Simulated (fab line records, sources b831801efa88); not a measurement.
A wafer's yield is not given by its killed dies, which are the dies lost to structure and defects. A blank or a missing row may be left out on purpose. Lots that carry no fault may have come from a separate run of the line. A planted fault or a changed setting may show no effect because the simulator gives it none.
Matching of chambers -- flow sky130 -- rieDiel-04 running SKY_METAL3_ETCH_17: 4 sister chambers
The step etches SiO2 in C4F8/O2/Ar, stops on TiN, time 3.9 s, target depth 15 nm. 8 wafers are shown with their chamber, then 10 later ones without.

== WAFERS, EACH WITH ITS CHAMBER ==
wafer,chamber,oesProductAu (a.u.),chamberPressureMTorr (mTorr)
L082.3,1,0.751,40.00
L082.5,1,0.758,39.94
L082.6,3,0.755,39.94
L086.1,0,0.737,40.03
L086.2,2,0.740,39.99
L086.6,3,0.756,40.03
L087.1,2,0.747,40.00
L087.2,0,0.753,39.99

== WAFERS WITHOUT THEIR CHAMBER ==
wafer,oesProductAu (a.u.),chamberPressureMTorr (mTorr)
L087.3,0.747,40.00
L087.4,0.759,40.01
L087.5,0.757,39.96
L087.6,0.770,39.93
L090.2,0.742,40.03
L090.4,0.765,39.96
L090.5,0.762,39.93
L095.4,0.759,39.98
L095.5,0.763,40.01
L095.6,0.748,40.06

== EACH ONE'S CHAMBER ==
wafer,from the rows above,in truth
L087.3,can't be placed: 0 or 2 or 3 or 1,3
L087.4,can't be placed: 3 or 1 or 0 or 2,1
L087.5,can't be placed: 1 or 3 or 0 or 2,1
L087.6,can't be placed: 1 or 3 or 0 or 2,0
L090.2,can't be placed: 0 or 2 or 3 or 1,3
L090.4,can't be placed: 3 or 1 or 0 or 2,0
L090.5,can't be placed: 1 or 3 or 2 or 0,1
L095.4,can't be placed: 3 or 1 or 0 or 2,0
L095.5,can't be placed: 3 or 1 or 0 or 2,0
L095.6,can't be placed: 0 or 2 or 3 or 1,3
0 of 10 placed correctly. From these rows, 10 cannot be placed; in 10 the true chamber is one of the candidates. Placed wrongly: 0.
How it was worked out, from the rows above alone: a wafer's distance from a chamber is the root of the sum, over the readings, of the square of ((its reading less the chamber's mean) divided by the reading's scatter). If the next closest chamber is less than 2 further off than the closest, the wafer can't be placed; otherwise it belongs to the closest. For every chamber, the mean is computed from those of its wafers that are shown. The scatter is the square root of a quotient: the sum, over the shown wafers, of each reading's squared deviation from its chamber's mean, divided by wafers minus chambers.
